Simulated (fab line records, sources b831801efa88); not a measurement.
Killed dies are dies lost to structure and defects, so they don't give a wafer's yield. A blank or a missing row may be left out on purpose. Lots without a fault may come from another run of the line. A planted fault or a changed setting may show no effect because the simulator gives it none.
fab line records | flow gf180mcu
record lots=14 wafers=42 last_day=34
route steps=602 shown M1@329 V1@336
lots that met no fault: from a run of the same line without faults
start_h: hours from the record's first day to the start of the lot's first wafer shown | wait_h: hours since the lot's step before | " the same as in the row above | L1.1+2: a row that stands for several wafers | - no value, or no start given | * or withheld: withheld | < > ~ a bound
route shown NAME@n: a module of which the file shows steps, and the number in the route of the first | usual: mean/standard deviation of fault-free wafers | same: alike in all rows | chamber/n: place in a boat | sites: the reading at each site | _std_site: their standard deviation | _edge_site: outer sites' mean less inner sites' | radius_mm: how far each site lies from the wafer's centre | mask NAME#n: copy n | behind: the tool/chamber that last shaped the wafer | hold: why the lot was held/for how many hours/how that ended | device: the transistor (n, p or np) that didn't switch | end of line: the same wafers' tests at the end of the route | a step without rows: its recipe alone | killed: dies lost to structure and defects at the first sort, not the wafer's yield | map: a wafer's dies, x killed, . not, _ none there
set.NAME: the setting as run; set.NAME@STEP: as run at that earlier step | model.NAME: the simulator's own value behind a step, which no gauge read
steps of the route over a sample of lots; a table a step, a row a wafer
services: from which hour (start_h, from the record's first day; less than 0 if before it) a tool's chamber was out of use, for how many hours, and why
## steps
# step GF_M1_CD_MEAS_14
# recipe target_cd_nm=230
# usual cd_nm=229.7/1.1
# columns lot.wafer tool chamber start_h wait_h cd_nm
L151.2 cd_sem-02 - 376.76 0.1 229.3
L151.3 " - " " 229.8
L151.5 " - " " 229.3
L152.2 cd_sem-02 - 382.96 0.1 229.0
L152.4 " - " " 229.3
L152.6 " - " " 229.6
L155.3 cd_sem-01 - 422.38 0.1 229.2
L155.4 " - " " 229.5
L155.6 " - " " 228.7
L157.3 cd_sem-02 - 437.57 0.1 231.6
L157.5 " - " " 230.0
L157.6 " - " " 231.4
L158.1 cd_sem-01 - 456.07 0.1 228.5
L158.3 " - " " 229.7
L158.5 " - " " 229.7
L160.2 cd_sem-01 - 485.71 0.1 230.9
L160.4 " - " " 231.6
L160.5 " - " " 231.2
L162.4 cd_sem-02 - 487.20 0.1 229.3
L162.5 " - " " 228.5
L162.6 " - " " 228.1
L166.3 cd_sem-02 - 524.98 0.1 228.9
L166.4 " - " " 229.4
L166.6 " - " " 228.6
L167.2 cd_sem-01 - 536.26 0.1 230.6
L167.3 " - " " 230.6
L167.5 " - " " 231.4
L169.1 cd_sem-02 - 539.79 0.1 228.9
L169.2 " - " " 229.8
L169.6 " - " " 229.0
L168.1 cd_sem-02 - 541.42 0.1 229.3
L168.2 " - " " 230.1
L168.4 " - " " 230.5
L171.2 cd_sem-02 - 561.19 0.1 229.0
L171.3 " - " " 229.6
L171.4 " - " " 230.1
L172.2 cd_sem-02 - 574.44 0.1 227.9
L172.4 " - " " 228.7
L172.5 " - " " 227.3
L174.3 cd_sem-01 - 586.78 0.1 230.7
L174.4 " - " " 228.7
L174.5 " - " " 231.2
# step GF_V1_THK_MEAS_01
# recipe reads=SiO2_of_V1_CVD_00
# usual V1_CVD_00_THK=613/6.4
# columns lot.wafer tool chamber start_h wait_h V1_CVD_00_THK[nm]
L151.2 film_metro-04 - 377.63 0.0 616
L151.3 " - " " 615
L151.5 " - " " 615
L152.2 film_metro-02 - 383.82 0.0 622
L152.4 " - " " 606
L152.6 " - " " 622
L155.3 film_metro-02 - 423.24 0.1 614
L155.4 " - " " 613
L155.6 " - " " 612
L157.3 film_metro-04 - 438.42 0.1 615
L157.5 " - " " 621
L157.6 " - " " 617
L158.1 film_metro-04 - 456.95 0.0 609
L158.3 " - " " 619
L158.5 " - " " 618
L160.2 film_metro-04 - 486.58 0.0 602
L160.4 " - " " 612
L160.5 " - " " 618
L162.4 film_metro-04 - 488.04 0.0 615
L162.5 " - " " 611
L162.6 " - " " 623
L166.3 film_metro-01 - 525.83 0.1 608
L166.4 " - " " 611
L166.6 " - " " 617
L167.2 film_metro-04 - 537.12 0.0 613
L167.3 " - " " 615
L167.5 " - " " 606
L169.1 film_metro-04 - 540.66 0.0 606
L169.2 " - " " 596
L169.6 " - " " 605
L168.1 film_metro-02 - 542.30 0.0 612
L168.2 " - " " 611
L168.4 " - " " 602
L171.2 film_metro-02 - 562.09 0.0 609
L171.3 " - " " 616
L171.4 " - " " 609
L172.2 film_metro-01 - 575.38 0.0 605
L172.4 " - " " 614
L172.5 " - " " 614
L174.3 film_metro-01 - 587.98 0.1 614
L174.4 " - " " 615
L174.5 " - " " 623
# step GF_V1_CVD_02
# recipe material=SiO2 target_thk_nm=850 precursor=TEOS temp_c=400 time_s=94.851 rf_w=600
# usual heater_power_w=734/130
# columns lot.wafer tool chamber start_h wait_h heater_power_w
L151.2 pecvd-04 1 377.68 0.0 632
L151.3 " 0 " " 543
L151.5 " 1 " " 672
L152.2 pecvd-01 1 383.87 0.0 656
L152.4 " 0 " " 980
L152.6 " 2 " " 767
L155.3 pecvd-01 1 423.28 0.0 767
L155.4 " 0 " " 915
L155.6 " 2 " " 740
L157.3 pecvd-01 0 438.46 0.0 888
L157.5 " 0 " " 963
L157.6 " 1 " " 729
L158.1 pecvd-02 2 457.01 0.1 649
L158.3 " 1 " " 683
L158.5 " 2 " " 699
L160.2 pecvd-01 1 486.63 0.0 765
L160.4 " 2 " " 695
L160.5 " 0 " " 1024
L162.4 pecvd-01 2 488.11 0.1 624
L162.5 " 1 " " 759
L162.6 " 0 " " 1006
L166.3 pecvd-02 2 525.87 0.0 717
L166.4 " 0 " " 912
L166.6 " 1 " " 720
L167.2 pecvd-01 1 537.17 0.0 712
L167.3 " 0 " " 1035
L167.5 " 2 " " 767
L169.1 pecvd-01 0 540.72 0.1 885
L169.2 " 2 " " 722
L169.6 " 1 " " 695
L168.1 pecvd-01 2 542.36 0.1 779
L168.2 " 1 " " 717
L168.4 " 2 " " 625
L171.2 pecvd-02 2 562.14 0.0 686
L171.3 " 0 " " 840
L171.4 " 1 " " 689
L172.2 pecvd-01 1 575.43 0.0 745
L172.4 " 1 " " 608
L172.5 " 0 " " 834
L174.3 pecvd-02 2 588.02 0.0 629
L174.4 " 2 " " 689
L174.5 " 1 " " 720
# step GF_V1_CVD_23
# recipe material=W target_thk_nm=350 time_s=105.05 temp_c=400 pressure_torr=40
# usual chamber_pressure_Torr=40.00/0.09 heater_power_w=888/83
# columns lot.wafer tool chamber start_h wait_h chamber_pressure_Torr heater_power_w
L151.2 cvd_w-02 1 402.87 0.0 39.92 1032
L151.3 " 1 " " 39.90 1012
L151.5 " 0 " " 40.06 895
L152.2 cvd_w-02 0 408.32 0.0 39.97 891
L152.4 " 1 " " 40.07 1050
L152.6 " 1 " " 40.08 1025
L155.3 cvd_w-02 1 448.90 0.1 40.11 1003
L155.4 " 0 " " 39.94 915
L155.6 " 1 " " 40.08 1007
L157.3 cvd_w-01 0 464.54 0.1 40.07 774
L157.5 " 0 " " 40.05 784
L157.6 " 1 " " 39.93 841
L158.1 cvd_w-01 1 482.41 0.0 40.08 827
L158.3 " 1 " " 40.03 827
L158.5 " 0 " " 39.97 786
L160.2 cvd_w-01 1 510.98 0.0 39.97 840
L160.4 " 1 " " 39.86 848
L160.5 " 1 " " 39.90 843
L162.4 cvd_w-01 1 513.58 0.1 40.01 854
L162.5 " 1 " " 40.21 842
L162.6 " 0 " " 40.02 807
L166.3 cvd_w-02 0 549.72 0.1 43.20 900
L166.4 " 1 " " 43.22 1023
L166.6 " 0 " " 43.09 897
L167.2 cvd_w-02 1 561.16 0.0 43.12 1009
L167.3 " 1 " " 43.11 1031
L167.5 " 1 " " 43.18 1017
L169.1 cvd_w-01 1 564.29 0.0 40.06 864
L169.2 " 0 " " 39.91 806
L169.6 " 0 " " 39.98 814
L168.1 cvd_w-01 0 566.20 0.0 39.94 788
L168.2 " 1 " " 40.07 843
L168.4 " 0 " " 39.93 816
L171.2 cvd_w-01 1 585.31 0.0 40.04 833
L171.3 " 1 " " 39.80 823
L171.4 " 0 " " 40.02 816
L172.2 cvd_w-01 0 597.26 0.0 39.88 824
L172.4 " 1 " " 39.94 869
L172.5 " 1 " " 39.97 852
L174.3 cvd_w-01 0 610.69 0.1 40.05 777
L174.4 " 1 " " 39.97 839
L174.5 " 0 " " 40.04 818
# step GF_V1_RS_MEAS_24
# recipe thk_meas_gauge=four-point-probe reads=W_of_V1_CVD_23+TiN_of_V1_SPUTTER_22+Ti_of_V1_SPUTTER_21
# usual V1_W_RS=0.3288/0.0027
# columns lot.wafer tool chamber start_h wait_h hold V1_W_RS[ohm/sq]
L151.2 film_metro-02 - 403.03 0.1 - 0.3309
L151.3 " - " " - 0.3283
L151.5 " - " " - 0.3250
L152.2 film_metro-02 - 408.45 0.1 - 0.3305
L152.4 " - " " - 0.3302
L152.6 " - " " - 0.3274
L155.3 film_metro-01 - 449.01 0.1 - 0.3297
L155.4 " - " " - 0.3228
L155.6 " - " " - 0.3293
L157.3 film_metro-02 - 464.66 0.1 - 0.3296
L157.5 " - " " - 0.3355
L157.6 " - " " - 0.3274
L158.1 film_metro-04 - 482.52 0.1 - 0.3261
L158.3 " - " " - 0.3294
L158.5 " - " " - 0.3247
L160.2 film_metro-01 - 511.11 0.1 - 0.3279
L160.4 " - " " - 0.3312
L160.5 " - " " - 0.3304
L162.4 film_metro-01 - 513.72 0.1 - 0.3290
L162.5 " - " " - 0.3272
L162.6 " - " " - 0.3295
L166.3 film_metro-02 - 549.83 0.1 await_dispo/0.2h/release 0.3129
L166.4 " - " " await_dispo/0.2h/release 0.3167
L166.6 " - " " await_dispo/0.2h/release 0.3148
L166.3 film_metro-02 - 550.12 0.3 - 0.3133
L166.4 " - " " - 0.3158
L166.6 " - " " - 0.3152
L167.2 film_metro-01 - 561.30 0.1 await_dispo/0.2h/release 0.3195
L167.3 " - " " await_dispo/0.2h/release 0.3223
L167.5 " - " " await_dispo/0.2h/release 0.3169
L167.2 film_metro-01 - 561.58 0.3 - 0.3191
L167.3 " - " " - 0.3217
L167.5 " - " " - 0.3172
L169.1 film_metro-04 - 564.40 0.1 - 0.3321
L169.2 " - " " - 0.3285
L169.6 " - " " - 0.3296
L168.1 film_metro-01 - 566.31 0.1 - 0.3297
L168.2 " - " " - 0.3315
L168.4 " - " " - 0.3280
L171.2 film_metro-04 - 585.44 0.1 - 0.3314
L171.3 " - " " - 0.3329
L171.4 " - " " - 0.3270
L172.2 film_metro-04 - 597.39 0.1 - 0.3289
L172.4 " - " " - 0.3294
L172.5 " - " " - 0.3312
L174.3 film_metro-02 - 610.81 0.1 - 0.3284
L174.4 " - " " - 0.3307
L174.5 " - " " - 0.3269
# step GF_V1_THK_MEAS_25
# recipe thk_meas_gauge=xrf reads=W_of_V1_CVD_23
# usual V1_W_THK=348/3.8
# columns lot.wafer tool chamber start_h wait_h hold V1_W_THK[nm]
L151.2 film_metro-02 - 403.14 0.1 - 340
L151.3 " - " " - 343
L151.5 " - " " - 346
L152.2 film_metro-02 - 408.56 0.1 - 349
L152.4 " - " " - 348
L152.6 " - " " - 350
L155.3 film_metro-01 - 449.11 0.1 - 349
L155.4 " - " " - 355
L155.6 " - " " - 349
L157.3 film_metro-02 - 464.76 0.1 - 346
L157.5 " - " " - 337
L157.6 " - " " - 347
L158.1 film_metro-04 - 482.64 0.1 - 353
L158.3 " - " " - 354
L158.5 " - " " - 356
L160.2 film_metro-01 - 511.22 0.1 - 348
L160.4 " - " " - 345
L160.5 " - " " - 345
L162.4 film_metro-01 - 513.81 0.1 - 348
L162.5 " - " " - 348
L162.6 " - " " - 347
L166.3 film_metro-02 - 552.47 2.3 await_dispo/0.2h/release 367
L166.4 " - " " await_dispo/0.2h/release 363
L166.6 " - " " await_dispo/0.2h/release 366
L166.3 film_metro-02 - 552.69 0.2 - 366
L166.4 " - " " - 363
L166.6 " - " " - 363
L169.1 film_metro-04 - 564.52 0.1 - 344
L169.2 " - " " - 348
L169.6 " - " " - 345
L167.2 film_metro-01 - 564.70 3.1 await_dispo/0.2h/release 355
L167.3 " - " " await_dispo/0.2h/release 356
L167.5 " - " " await_dispo/0.2h/release 361
L167.2 film_metro-01 - 564.93 0.2 - 356
L167.3 " - " " - 355
L167.5 " - " " - 359
L168.1 film_metro-01 - 566.43 0.1 - 346
L168.2 " - " " - 344
L168.4 " - " " - 349
L171.2 film_metro-04 - 585.55 0.1 - 346
L171.3 " - " " - 346
L171.4 " - " " - 352
L172.2 film_metro-04 - 597.50 0.1 - 349
L172.4 " - " " - 348
L172.5 " - " " - 346
L174.3 film_metro-02 - 610.91 0.1 - 350
L174.4 " - " " - 347
L174.5 " - " " - 350
## services
# columns tool chamber start_h hours kind
cvd_w-02 0 364.45 12.6 repair
cvd_w-02 1 372.43 2.4 repair
cvd_w-01 - 390.00 14.0 pm
cvd_w-01 0 390.00 14.0 vent_cycle
cvd_w-01 1 390.00 14.0 vent_cycle
pecvd-04 - 403.58 0.8 repair
cvd_w-01 0 404.00 - clean
cvd_w-01 1 404.00 - clean
pecvd-01 - 418.29 1.8 repair
pecvd-04 0 419.64 14.1 repair
cvd_w-02 - 458.60 2.8 pm
pecvd-01 - 474.60 1.8 repair
cvd_w-02 - 474.69 1.9 repair
cvd_w-02 1 490.12 5.2 repair
cvd_w-01 1 515.69 6.1 repair
pecvd-02 - 540.26 6.0 pm
pecvd-01 - 571.06 1.9 repair
pecvd-04 - 591.12 14.0 pm
pecvd-04 0 591.12 14.0 vent_cycle
pecvd-04 1 591.12 14.0 vent_cycle
pecvd-04 2 591.12 14.0 vent_cycle
pecvd-04 0 605.12 - clean
pecvd-04 1 605.12 - clean
cvd_w-02 - 609.59 6.0 pm
## key
first_sign step=GF_V1_CVD_23 reading=chamber_pressure_Torr direction=up sigmas=35 usual=40.00 struck=43.15
effect step=GF_V1_RS_MEAS_24 reading=visit direction=added
effect step=GF_V1_THK_MEAS_25 reading=visit direction=added
met_at GF_V1_CVD_23
struck_lots L166,L167
sort_left_out L167.2,L167.3,L167.5
tester_left_out L167
not_acting_at GF_M1_CD_MEAS_14,GF_V1_THK_MEAS_01,GF_V1_CVD_02
onset_between 448.90 549.72
earlier_fault kind=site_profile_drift tool=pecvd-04 chamber=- onset_h=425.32 steps=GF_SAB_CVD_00 basis=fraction max_abs_drift=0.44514 slope_share_per_hr=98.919 site_pattern=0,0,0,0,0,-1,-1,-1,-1
fault kind=process_parameter_drift tool=cvd_w-02 chamber=- onset_h=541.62 steps=GF_V1_CVD_23 channel=pressure_torr offset=3.2674 shape=step acts_in=these_recipes_only stated=40
# tester_left_out: of these lots the tester's yield and bins aren't shown, on N5 and GAA mostly nor the transistor test; their killed dies are dies lost to structure and defects alone, not to doping, threshold or leakage, so they don't give the yield
# sort_left_out: the simulated sort isn't trusted on such a fault, so these wafers' sort isn't shown, and their yield isn't known
